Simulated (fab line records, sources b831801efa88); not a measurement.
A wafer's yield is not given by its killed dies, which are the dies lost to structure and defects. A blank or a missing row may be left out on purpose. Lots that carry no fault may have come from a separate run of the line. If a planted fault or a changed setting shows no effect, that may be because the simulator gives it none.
The same fault as seen by 2 desks ; flow sky130 ; every desk sees just its own numbers, and what lay behind them comes last

AT THE TOOL OWNER'S DESK: implanter-02
The tool's own readings at SKY_RES_XHIGH_IMPLANT_07: means of the sampled wafers that have a number, for each lot that ran on this tool. Marked OUT: a lot whose mean sits more than 4 standard deviations from the usual mean, which makes it out of limits; the brackets give that distance.
Columns: A = beam-energy-keV at SKY_RES_XHIGH_IMPLANT_07, usual 20.000
lot;first seen here;A
L194;day 29 10:15;19.996
L198;day 30 17:11;20.006
L208;day 33 15:36;19.995
This desk's finding: nothing out of limits on any of the 3 lots.

FROM THE METROLOGY DESK
What the gauges read, lot by lot, whatever tool the lot ran on: means of the sampled wafers that have a number. Marked OUT: a lot whose mean sits more than 4 standard deviations from the usual mean, which makes it out of limits; the brackets give that distance. Readings shown: 7 of its 12, picked as those furthest out on some lot.
Columns: A = cd-nm at SKY_SD_P_CD_MEAS_07, usual 379.7 nm; B = SD_P_TW at SKY_SD_P_TW_MEAS_11, usual 2844; C = cd-nm at SKY_SD_N_CD_MEAS_07, usual 379.6 nm; D = SD_N_OVL at SKY_SD_N_OVL_MEAS_08, usual 0.5 nm; E = SD_N_RS at SKY_SD_N_RS_MEAS_16, usual 68.57 ohm/sq; F = RES_XHIGH_RS at SKY_SD_N_RS_MEAS_18, usual 333.4 ohm/sq; G = LI_CONTACT_BOW at SKY_LI_CONTACT_BOW_MEAS_03, usual 56 um
lot;first seen here;A;B;C;D;E;F;G
L194;day 28 06:01;380.5;2826;380.4;2.1;68.56;331.9;54
L198;day 29 12:41;379.6;2860;375.9;0.2;68.59;335.6;57
L200;day 30 01:50;379.7;2857;380.4;0.2;68.53;333.2;50
L203;day 31 06:53;381.9;2847;381.1;-0.7;68.54;332.8;60
L208;day 32 13:29;376.0;2855;378.8;0.1;68.44;333.9;57
L209;day 33 01:46;380.7;2829;380.3;1.1;68.59;334.4;53
This desk's finding: nothing out of limits on any of the 6 lots.

PUT TOGETHER
Nothing out of limits was seen by the tool owner's desk.
The metrology desk saw nothing out of limits.

WHAT THE SIMULATOR PUT IN
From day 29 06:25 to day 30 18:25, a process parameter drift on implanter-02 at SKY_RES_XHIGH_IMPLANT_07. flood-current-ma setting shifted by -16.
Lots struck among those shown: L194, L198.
